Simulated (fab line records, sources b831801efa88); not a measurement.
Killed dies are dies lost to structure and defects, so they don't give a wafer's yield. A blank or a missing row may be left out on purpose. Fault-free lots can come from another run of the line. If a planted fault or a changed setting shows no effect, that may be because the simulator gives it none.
A lot that was struck, set against a sound lot || flow sky130 || 15 steps out of a route of 708
Sound: these wafers, L573.2, L573.3, L573.6. Struck: wafer L577.3. (L577.1, L577.2 of the same lot were not struck and are left out.) The cause comes at the end.
Per side, at each step with rows, come the tool, then ch with its chambers, and then its first start. Under that, the readings that differ: sound wafers || struck wafers || difference of the means || sigmas: that difference in standard deviations of wafers without a fault.
alike: readings whose means differ by less than 2 such deviations, and words and numbers that are the same on both sides. not compared: withheld readings, readings that some wafer has no value for, bounds like >300 that may hide the same value, and numbers for which the record gives no deviation and whose values overlap.
The two part at a step that has a row with sigmas, a row that says differs or no value, or rows on one side only. When numbers do not overlap yet have no deviation, they are printed without sigmas and do not part them. A reading missing from all wafers of one side parts the sides only when that side holds two or more wafers.

first, 1 step without rows for these wafers: SKY_FIELD_ISO_CVD_03 (deposits Si3N4 from DCS/NH3, target thk 165 nm, time 2830 s).
SKY_FIELD_ISO_THK_MEAS_04:
  struck on filmMetro-01, day 3 20:29; sound on filmMetro-03, day 3 05:52
{"reading": "FIELD_ISO_CVD_03_THK (nm)", "sound": "160.6 161.0 161.2", "struck": 166.3, "difference": "+5.4", "sigmas": "+3"}
then, 8 steps without rows for these wafers: SKY_FIELD_ISO_DEHYDRATE_05 (time 60 s); SKY_FIELD_ISO_HMDS_06 (prime time 60 s); SKY_FIELD_ISO_COAT_07 (resist thk 60 nm); SKY_FIELD_ISO_COAT_08 (resist thk 450 nm); SKY_FIELD_ISO_SOFTBAKE_09 (time 90 s); SKY_FIELD_ISO_EXPOSE_10 (exposes mask FOM, target cd 150 nm); SKY_FIELD_ISO_PEB_11; SKY_FIELD_ISO_DEVELOP_12 (develop time 60 s).
SKY_FIELD_ISO_CD_MEAS_13: target cd 150 nm.
  struck on cdSem-01, day 4 14:09; sound on cdSem-02, day 3 22:10
  alike: cdNm
SKY_FIELD_ISO_ETCH_14: etches BARC in N2/H2, stops on SiO2, time 45.9 s, target depth 60 nm.
  sound on rieDiel-02 ch 0,3, day 3 22:16; struck on rieDiel-02 ch 1, day 4 14:16
{"reading": "drypumpMotorCurrentA (A)", "sound": "5.7 5.6 5.6", "struck": 6.6, "difference": "+1.0", "sigmas": "+2"}
  alike: biasW, n2FlowSccm, oesProductAu, throttleValvePct
  not compared: rfHoursCounterH
SKY_FIELD_ISO_ETCH_15: etches the open film in CHF3/O2, stops on Si, target depth 180 nm, time 72 s.
  sound on rieDiel-02 ch 0,3, day 3 22:19; struck on rieDiel-02 ch 1, day 4 14:19
{"reading": "biasW (W)", "sound": "199.9 200.7 201.3", "struck": 193.6, "difference": -7.0, "sigmas": -12}
{"reading": "drypumpMotorCurrentA (A)", "sound": "5.7 5.6 5.6", "struck": 6.6, "difference": "+1.0", "sigmas": "+2"}
{"reading": "oesProductAu (a.u.)", "sound": "0.925 0.934 0.933", "struck": 0.946, "difference": "+0.015", "sigmas": "+2"}
{"reading": "throttleValvePct (%)", "sound": "8.842 8.850 8.840", "struck": 8.864, "difference": "+0.020", "sigmas": "+2"}
  not compared: rfHoursCounterH
SKY_FIELD_ISO_STRIP_16: strips in O2/N2.
  sound on plasmaAsher-01 ch 0,1, day 3 22:22; struck on plasmaAsher-03 ch 0, day 4 14:22
  alike: drypumpMotorCurrentA, n2FlowSccm, oesProductAu, stripTimeToEndpointS
  not compared: rfHoursCounterH
-- the record jumps here: 45 days lie between the struck wafers' starts before and after (it left off in module FIELD_ISO and takes up again in module PAD_OPEN, whose first step shown is number 708 of the route) --
SKY_PAD_OPEN_PROBE_99:
  struck on prober-01, day 49 09:19; sound on prober-01, day 48 16:32
  alike: killed_at_M0_to_M3, killed_at_M4_up, killedAtContacts, killedAtFrontEnd, killedAtOther, killedDies, killedOnRim, killedOpen, killedShort

== WHERE THEY PART ==
At SKY_FIELD_ISO_THK_MEAS_04 first; at SKY_FIELD_ISO_ETCH_15 last (within this record only). Later steps at which nothing parts them and some readings are alike: SKY_FIELD_ISO_STRIP_16, SKY_PAD_OPEN_PROBE_99.

WHY: what the simulator had put in
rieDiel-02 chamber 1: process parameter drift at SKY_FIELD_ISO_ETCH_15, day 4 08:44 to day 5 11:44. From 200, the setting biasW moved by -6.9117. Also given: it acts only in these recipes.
